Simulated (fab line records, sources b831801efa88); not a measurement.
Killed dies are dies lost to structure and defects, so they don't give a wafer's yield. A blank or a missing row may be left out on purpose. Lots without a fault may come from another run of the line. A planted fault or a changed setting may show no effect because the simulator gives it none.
fab line records | flow sky130
record lots=6 wafers=18 last_day=48
route steps=708 shown POLY_CUT@318 SD_P@320 RES_XHIGH@332 SD_N@342
lots that met no fault: from a run of the same line without faults
start_h: hours from the record's first day to the start of the lot's first wafer shown | wait_h: hours since the lot's step before | " the same as in the row above | L1.1+2: a row that stands for several wafers | - no value, or no start given | * or withheld: withheld | < > ~ a bound
route shown NAME@n: a module of which the file shows steps, and the number in the route of the first | usual: mean/standard deviation of fault-free wafers | same: alike in all rows | chamber/n: place in a boat | sites: the reading at each site | _std_site: their standard deviation | _edge_site: outer sites' mean less inner sites' | radius_mm: how far each site lies from the wafer's centre | mask NAME#n: copy n | behind: the tool/chamber that last shaped the wafer | hold: why the lot was held/for how many hours/how that ended | device: the transistor (n, p or np) that didn't switch | end of line: the same wafers' tests at the end of the route | a step without rows: its recipe alone | killed: dies lost to structure and defects at the first sort, not the wafer's yield | map: a wafer's dies, x killed, . not, _ none there
set.NAME: the setting as run; set.NAME@STEP: as run at that earlier step | model.NAME: the simulator's own value behind a step, which no gauge read
lots at some steps of the route; a table a step, a row a wafer
services: from which hour (start_h, from the record's first day; less than 0 if before it) a tool's chamber was out of use, for how many hours, and why
## steps
# step SKY_POLY_CUT_ETCH_11
# recipe target=Si3N4 chemistry=CF4/CH2F2/Ar stop_on=poly-Si source_w=600 bias_w=150 pressure_mtorr=40 cf4_flow_sccm=40 ch2f2_flow_sccm=20 Ar_flow_sccm=150 time_s=42.5 target_depth_a=600
# usual chamber_pressure_mTorr=40.00/0.04 drypump_motor_current_A=5.6/0.41 oes_product_au=0.829/0.0061 throttle_valve_pct=14.993/0.0084
# columns lot.wafer tool chamber start_h wait_h chamber_pressure_mTorr drypump_motor_current_A oes_product_au rf_hours_counter_h throttle_valve_pct
L803.3 rie_diel-04 0 554.54 0.0 40.06 6.1 0.814 9 14.983
L803.4 " 3 " " 39.98 6.1 0.822 15 14.982
L803.6 " 0 " " 39.95 6.1 0.823 - 14.976
L808.1 rie_diel-04 1 603.77 0.0 40.08 5.5 0.824 7 14.997
L808.3 " 3 " " 39.97 6.1 0.830 16 14.983
L808.5 " 0 " " 39.98 6.1 0.835 - 14.998
L812.1 rie_diel-04 3 635.58 0.0 39.97 6.1 0.831 17 15.006
L812.2 " 2 " " 40.03 5.0 0.832 16 14.984
L812.3 " 0 " " 40.09 6.1 0.827 11 14.990
L813.1 rie_diel-04 3 649.02 0.0 39.99 6.1 0.827 17 15.003
L813.3 " 0 " " 39.99 6.1 0.842 11 14.997
L813.4 " 1 " " 40.04 5.6 0.830 7 15.005
L818.3 rie_diel-01 3 685.17 0.0 39.96 5.5 0.832 0 14.992
L818.5 " 1 " " 40.09 6.0 0.833 - 14.993
L818.6 " 0 " " 40.00 5.7 0.833 - 14.993
L819.1 rie_diel-01 1 686.42 0.0 40.00 6.0 0.826 8 15.002
L819.4 " 1 " " 40.02 6.0 0.827 - 14.997
L819.6 " 3 " " 40.05 5.6 0.823 - 14.976
# step SKY_POLY_CUT_STRIP_12
# recipe chemistry=O2/N2 power_w=1400 pressure_mtorr=1500 platen_temp_c=withheld o2_flow_sccm=3000 n2_flow_sccm=300 overash_fraction=0.5
# usual chamber_pressure_mTorr=1500.0/1.4 drypump_motor_current_A=5.7/0.47 n2_flow_sccm=299.9/0.91 oes_product_au=0.452/0.005 strip_time_to_endpoint_s=5.357/0.018
# columns lot.wafer tool chamber start_h wait_h chamber_pressure_mTorr drypump_motor_current_A n2_flow_sccm oes_product_au rf_hours_counter_h strip_time_to_endpoint_s
L803.3 plasma_asher-03 0 554.61 0.1 1497.5 6.3 300.3 0.451 - 5.360
L803.4 " 1 " " 1497.5 5.4 301.0 0.456 - 5.347
L803.6 " 0 " " 1499.7 6.3 299.8 0.449 - 5.356
L808.1 plasma_asher-01 0 603.81 0.0 1500.8 5.1 299.3 0.455 47 5.372
L808.3 " 0 " " 1499.3 5.0 299.5 0.452 - 5.351
L808.5 " 1 " " 1500.8 5.7 300.6 0.458 - 5.376
L812.1 plasma_asher-03 0 635.62 0.0 1500.8 6.2 300.9 0.467 96 5.354
L812.2 " 1 " " 1499.7 5.4 300.5 0.457 96 5.373
L812.3 " 0 " " 1499.8 6.3 299.5 0.449 - 5.369
L813.1 plasma_asher-01 1 649.06 0.0 1498.8 5.6 300.4 0.453 51 5.358
L813.3 " 1 " " 1498.7 5.6 299.8 0.450 - 5.350
L813.4 " 0 " " 1498.1 5.0 301.1 0.452 - 5.352
L818.3 plasma_asher-03 1 685.24 0.1 1500.7 5.4 298.6 0.446 - 5.360
L818.5 " 1 " " 1500.8 5.4 300.3 0.458 - 5.385
L818.6 " 0 " " 1497.2 6.3 300.7 0.449 - 5.386
L819.1 plasma_asher-02 1 686.46 0.0 1500.9 5.7 299.3 0.461 84 5.363
L819.4 " 0 " " 1503.1 6.4 298.9 0.448 - 5.356
L819.6 " 0 " " 1502.6 6.4 297.7 0.457 - 5.350
# step SKY_SD_P_DEHYDRATE_00
# recipe temp_c=200 time_s=60
# step SKY_SD_P_HMDS_01
# recipe prime_time_s=60 prime_temp_c=120
# step SKY_SD_P_COAT_02
# recipe resist=NOVOLAK spin_rpm=3000 resist_thk_nm=1140
# step SKY_SD_P_SOFTBAKE_03
# recipe temp_c=90 time_s=60 resist=NOVOLAK
# step SKY_SD_P_EXPOSE_04
# recipe mask_id=PSDM na=0.6 source_shape=conventional sigma_outer=0.6 polarization=unpolarized target_cd_nm=380 dose_mj=138
# step SKY_SD_P_PEB_05
# recipe temp_c=withheld time_s=* resist=NOVOLAK
# step SKY_SD_P_DEVELOP_06
# recipe resist=NOVOLAK developer=TMAH develop_time_s=60 dev_temp_c=23.94
# step SKY_SD_P_CD_MEAS_07
# recipe target_cd_nm=380
# usual cd_nm=379.4/2.4
# columns lot.wafer tool chamber start_h wait_h cd_nm
L803.3 cd_sem-01 - 584.51 0.1 378.4
L803.4 " - " " 378.8
L803.6 " - " " 375.8
L808.1 cd_sem-02 - 633.12 0.1 375.5
L808.3 " - " " 375.7
L808.5 " - " " 378.0
L812.1 cd_sem-02 - 664.22 0.1 382.5
L812.2 " - " " 378.8
L812.3 " - " " 382.1
L813.1 cd_sem-02 - 676.93 0.1 378.6
L813.3 " - " " 380.0
L813.4 " - " " 379.9
L818.3 cd_sem-01 - 712.51 0.1 375.1
L818.5 " - " " 375.9
L818.6 " - " " 376.7
L819.1 cd_sem-02 - 714.02 0.1 377.7
L819.4 " - " " 381.1
L819.6 " - " " 379.1
# step SKY_SD_P_OVL_MEAS_08
# usual SD_P_OVL=0.1/1.2
# columns lot.wafer tool chamber start_h wait_h SD_P_OVL[nm]
L803.3 overlay-01 - 584.60 0.1 -1.1
L803.4 " - " " -1.3
L803.6 " - " " -0.4
L808.1 overlay-02 - 633.24 0.1 -0.9
L808.3 " - " " -1.7
L808.5 " - " " -1.0
L812.1 overlay-01 - 664.34 0.1 2.0
L812.2 " - " " 0.9
L812.3 " - " " 0.8
L813.1 overlay-01 - 677.05 0.1 1.3
L813.3 " - " " 0.1
L813.4 " - " " 2.1
L818.3 overlay-02 - 712.60 0.1 -0.4
L818.5 " - " " 0.8
L818.6 " - " " -0.9
L819.1 overlay-02 - 714.14 0.1 0.2
L819.4 " - " " 0.5
L819.6 " - " " 0.0
# step SKY_SD_P_IMPLANT_09
# recipe species=BF2 energy_kev=19.89 dose_cm2=3e+15 tilt_deg=0
# step SKY_SD_P_STRIP_10
# recipe chemistry=O2/N2 power_w=1400 pressure_mtorr=1500 platen_temp_c=withheld o2_flow_sccm=3000 n2_flow_sccm=300 overash_fraction=0.5
# usual chamber_pressure_mTorr=1500.2/1.3 drypump_motor_current_A=5.9/0.38 n2_flow_sccm=299.9/0.99 oes_product_au=0.618/0.0043 strip_time_to_endpoint_s=17.49/0.043
# columns lot.wafer tool chamber start_h wait_h chamber_pressure_mTorr drypump_motor_current_A n2_flow_sccm oes_product_au rf_hours_counter_h strip_time_to_endpoint_s model.NOVOLAK_of_SD_P_COAT_02.thk_nm
L803.3 plasma_asher-03 1 584.81 0.1 1500.9 5.4 299.5 0.623 - 17.52 0
L803.4 " 0 " " 1499.0 6.3 299.2 0.616 - 17.55 0
L803.6 " 1 " " 1499.6 5.4 298.9 0.625 - 17.56 0
L808.1 plasma_asher-03 1 633.42 0.1 1500.9 5.4 299.6 0.618 95 17.58 0
L808.3 " 1 " " 1499.5 5.5 300.6 0.614 - 17.55 0
L808.5 " 0 " " 1499.7 6.3 300.8 0.620 - 17.57 0
L812.1 plasma_asher-03 1 664.52 0.1 - - - - - - 1141
L812.2 " 0 " " - - - - - - 1141
L812.3 " 1 " " - - - - - - 1143
L813.1 plasma_asher-04 0 677.23 0.1 - - - - - - 1145
L813.3 " 0 " " - - - - - - 1142
L813.4 " 1 " " - - - - - - 1140
L818.3 plasma_asher-02 1 712.81 0.1 1501.8 5.8 299.2 0.621 - 17.50 0
L818.5 " 1 " " 1497.6 5.8 299.0 0.618 - 17.46 0
L818.6 " 0 " " 1497.7 6.4 298.8 0.619 - 17.49 0
L819.1 plasma_asher-02 1 714.33 0.1 1502.0 5.7 298.8 0.616 87 17.43 0
L819.4 " 1 " " 1501.6 5.7 298.5 0.616 - 17.45 0
L819.6 " 0 " " 1499.9 6.4 300.9 0.622 - 17.45 0
# step SKY_SD_P_TW_MEAS_11
# usual SD_P_TW=2841/15
# columns lot.wafer tool chamber start_h wait_h SD_P_TW
L803.3 film_metro-01 - 584.89 0.1 2864
L803.4 " - " " 2859
L803.6 " - " " 2833
L808.1 film_metro-03 - 633.52 0.1 2837
L808.3 " - " " 2843
L808.5 " - " " 2827
L812.1 film_metro-04 - 664.62 0.1 2824
L812.2 " - " " 2832
L812.3 " - " " 2837
L813.1 film_metro-04 - 677.33 0.1 2817
L813.3 " - " " 2835
L813.4 " - " " 2818
L818.3 film_metro-01 - 712.89 0.1 2838
L818.5 " - " " 2848
L818.6 " - " " 2840
L819.1 film_metro-04 - 714.43 0.1 2847
L819.4 " - " " 2829
L819.6 " - " " 2821
# step SKY_RES_XHIGH_DEHYDRATE_00
# recipe temp_c=200 time_s=60
# step SKY_RES_XHIGH_HMDS_01
# recipe prime_time_s=60 prime_temp_c=120
# step SKY_RES_XHIGH_COAT_02
# recipe resist=NOVOLAK spin_rpm=3000 resist_thk_nm=1140
# step SKY_RES_XHIGH_SOFTBAKE_03
# recipe temp_c=90 time_s=60 resist=NOVOLAK
# step SKY_RES_XHIGH_EXPOSE_04
# recipe mask_id=URPM na=0.6 source_shape=conventional sigma_outer=0.6 polarization=unpolarized target_cd_nm=1270 dose_mj=140
# step SKY_RES_XHIGH_PEB_05
# recipe temp_c=withheld time_s=* resist=NOVOLAK
# step SKY_RES_XHIGH_DEVELOP_06
# recipe resist=NOVOLAK developer=TMAH develop_time_s=60 dev_temp_c=23
# step SKY_RES_XHIGH_IMPLANT_07
# recipe species=BF2 energy_kev=20 dose_cm2=3.6e+14 tilt_deg=0
# step SKY_RES_XHIGH_STRIP_08
# recipe chemistry=O2/N2 power_w=1400 pressure_mtorr=1500 platen_temp_c=withheld o2_flow_sccm=3000 n2_flow_sccm=300 overash_fraction=0.5
# usual chamber_pressure_mTorr=1500.1/1.4 drypump_motor_current_A=5.6/0.35 n2_flow_sccm=299.9/0.84 oes_product_au=0.710/0.0048 strip_time_to_endpoint_s=14.28/0.043
# columns lot.wafer tool chamber start_h wait_h chamber_pressure_mTorr drypump_motor_current_A n2_flow_sccm oes_product_au rf_hours_counter_h strip_time_to_endpoint_s
L803.3 plasma_asher-04 1 614.37 0.1 1501.0 5.8 299.2 0.710 - 14.35
L803.4 " 0 " " 1500.8 5.5 299.6 0.717 - 14.31
L803.6 " 1 " " 1498.8 5.8 300.3 0.712 - 14.31
L808.1 plasma_asher-03 1 662.27 0.1 1500.6 5.4 299.0 0.708 98 14.32
L808.3 " 1 " " 1498.6 5.4 300.9 0.722 - 14.26
L808.5 " 1 " " 1500.7 5.4 300.2 0.705 - 14.30
L812.1 plasma_asher-01 0 692.68 0.1 1500.4 5.1 299.8 0.725 55 31.42
L812.2 " 1 " " 1498.5 5.6 300.1 0.713 55 31.41
L812.3 " 0 " " 1501.7 5.0 300.6 0.708 - 31.43
L813.1 plasma_asher-03 1 705.07 0.1 1500.8 5.4 300.2 0.714 102 31.40
L813.3 " 0 " " 1501.8 6.2 299.4 0.725 - 31.43
L813.4 " 1 " " 1499.4 5.5 299.5 0.714 - 31.35
L818.3 plasma_asher-04 1 740.00 0.1 1499.9 5.7 301.1 0.709 - 14.32
L818.5 " 0 " " 1503.8 5.4 299.5 0.712 - 14.33
L818.6 " 1 " " 1500.5 5.8 302.7 0.709 - 14.33
L819.1 plasma_asher-04 0 741.38 0.1 1499.2 5.4 300.7 0.705 33 14.32
L819.4 " 0 " " 1501.3 5.4 299.8 0.705 - 14.30
L819.6 " 0 " " 1500.7 5.4 299.6 0.713 - 14.25
# step SKY_RES_XHIGH_TW_MEAS_09
# usual RES_XHIGH_TW=1645/11
# columns lot.wafer tool chamber start_h wait_h RES_XHIGH_TW
L803.3 film_metro-01 - 614.45 0.1 1657
L803.4 " - " " 1654
L803.6 " - " " 1661
L808.1 film_metro-04 - 662.37 0.1 1641
L808.3 " - " " 1645
L808.5 " - " " 1649
L812.1 film_metro-01 - 692.78 0.1 30
L812.2 " - " " 30
L812.3 " - " " 30
L813.1 film_metro-03 - 705.17 0.1 30
L813.3 " - " " 30
L813.4 " - " " 30
L818.3 film_metro-01 - 740.09 0.1 1635
L818.5 " - " " 1640
L818.6 " - " " 1634
L819.1 film_metro-04 - 741.48 0.1 1634
L819.4 " - " " 1630
L819.6 " - " " 1632
# step SKY_SD_N_DEHYDRATE_00
# recipe temp_c=200 time_s=60
## services
# columns tool chamber start_h hours kind
plasma_asher-01 - 560.41 15.6 pm
rie_diel-04 3 580.80 5.7 repair
plasma_asher-01 - 604.06 14.6 pm
rie_diel-04 1 608.30 4.7 repair
rie_diel-01 3 610.31 2.6 repair
plasma_asher-04 - 629.81 3.6 repair
rie_diel-04 1 647.15 1.8 repair
rie_diel-01 3 648.76 - clean
rie_diel-01 3 648.76 26.4 scheduled_down
rie_diel-01 3 648.76 26.4 vent_cycle
rie_diel-01 1 658.91 12.7 repair
rie_diel-01 2 685.24 14.9 repair
plasma_asher-03 - 686.24 0.8 repair
rie_diel-01 2 700.16 - clean
rie_diel-01 2 700.16 27.8 scheduled_down
rie_diel-01 2 700.16 27.8 vent_cycle
plasma_asher-03 - 711.85 7.6 repair
rie_diel-04 3 727.87 2.7 repair
plasma_asher-03 - 733.75 9.0 pm
plasma_asher-03 0 733.75 9.0 vent_cycle
plasma_asher-03 1 733.75 9.0 vent_cycle
## key
first_sign step=SKY_SD_P_STRIP_10 reading=tool_record direction=missing
effect step=SKY_RES_XHIGH_STRIP_08 reading=strip_time_to_endpoint_s direction=up sigmas=99+ usual=* struck=*
effect step=SKY_RES_XHIGH_TW_MEAS_09 reading=RES_XHIGH_TW direction=down sigmas=99+ usual=1645 struck=30
model_effect step=SKY_SD_P_STRIP_10 value=NOVOLAK_of_SD_P_COAT_02.thk_nm without=0 struck=1142
model_effect step=SKY_PAD_OPEN_PROBE_99 value=etest.res_xhigh_po.open without=0 struck=1
met_at SKY_SD_P_STRIP_10
struck_wafers L812.1,L812.2,L812.3,L813.1,L813.3,L813.4
sort_left_out L812.1,L812.2,L812.3,L813.1,L813.3,L813.4
tester_left_out L812,L813
onset_between 633.42 664.52
fault kind=skipped_step_whole tool=plasma_asher-03,plasma_asher-04 chamber=- onset_h=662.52 steps=SKY_SD_P_STRIP_10 scope=struck_lots_only
# tester_left_out: of these lots the tester's yield and bins aren't shown, on N5 and GAA mostly nor the transistor test; their killed dies are dies lost to structure and defects alone, not to doping, threshold or leakage, so they don't give the yield
# sort_left_out: the simulated sort isn't trusted on such a fault, so these wafers' sort isn't shown, and their yield isn't known
